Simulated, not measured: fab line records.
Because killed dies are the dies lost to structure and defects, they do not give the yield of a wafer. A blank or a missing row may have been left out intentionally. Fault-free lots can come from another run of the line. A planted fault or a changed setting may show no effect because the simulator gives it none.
A struck lot beside a sound one	flow sky130	14 steps out of a route of 708
Sound: wafers L904.2, L904.3, L904.4. Struck: wafers L893.1, L893.2, L893.4. The cause is given at the end.
Per side, at each step with rows, come the tool, then ch with its chambers, and then its first start. Under that, the readings that differ: sound wafers	struck wafers	difference of the means	sigmas: that difference in standard deviations of wafers without a fault.
alike: readings whose means differ by less than 2 such deviations, and words and numbers that are the same on both sides. not compared: withheld readings, readings that some wafer has no value for, bounds like >300 that may hide the same value, and numbers for which the record gives no deviation and whose values overlap.
A row with sigmas, a row that says differs or no value, or rows on one side alone: a step with any of these is where the two part. Numbers that have no deviation but don't overlap get no sigmas and don't part them. A reading that every wafer of one side lacks parts them only if that side has two wafers or more.

SKY_METAL4_STRIP_19: strips in O2/N2.
  sound on plasmaAsher-01 ch 0,1, day 48 01:49; struck on plasmaAsher-01 ch 0,1, day 44 17:42
  alike: drypumpMotorCurrentA, oesProductAu, stripTimeToEndpointS
  not compared: rfHoursCounterH
then, 4 steps without rows for these wafers: SKY_METAL4_STRIP_20 (strips in post etch residue remover, time 1200 s); SKY_METAL4_CLEAN_21 (cleans in IPA, time 180 s); SKY_METAL4_CLEAN_22 (cleans in O3/DIW); SKY_VIA4_HDPCVD_00 (deposits SiO2, target thk 1750 nm, time 291.7 s).
SKY_VIA4_THK_MEAS_01:
  sound: filmMetro-01 at day 48 02:43; struck: filmMetro-02 at day 44 18:31
  alike: VIA4_HDPCVD_THK
SKY_VIA4_CMP_02: polishes SiO2.
  sound on cmp-01 ch 0,1,3, day 48 02:49; struck on cmp-02 ch 0,1,2, day 44 18:34
  alike: motorCurrentA, slurryFilterDpKPa
SKY_VIA4_BOW_MEAS_03:
  sound: filmMetro-02 at day 48 03:05; struck: filmMetro-02 at day 44 18:52
  alike: VIA4_BOW
then, 4 steps without rows for these wafers: SKY_VIA4_DEHYDRATE_04 (time 60 s); SKY_VIA4_HMDS_05 (prime time 60 s); SKY_VIA4_COAT_06 (resist thk 1140 nm); SKY_VIA4_SOFTBAKE_07 (time 60 s).
SKY_VIA4_EXPOSE_08: exposes mask VIM4, target cd 800 nm.
  struck on ilineStepper-02, day 45 06:40; sound on ilineStepper-02 ch 0, day 48 13:35
  no value came back on the struck wafers for exposureDoseMJCm2, focusOffsetNm (nm); on the sound wafers exposureDoseMJCm2 reads 131.74 132.06 132.07
  alike: mask
after that, 1 step had no rows for these wafers: SKY_VIA4_PEB_09.

## WHERE THEY PART
SKY_VIA4_EXPOSE_08 only, going by this record.

WHY: whatever the simulator had introduced
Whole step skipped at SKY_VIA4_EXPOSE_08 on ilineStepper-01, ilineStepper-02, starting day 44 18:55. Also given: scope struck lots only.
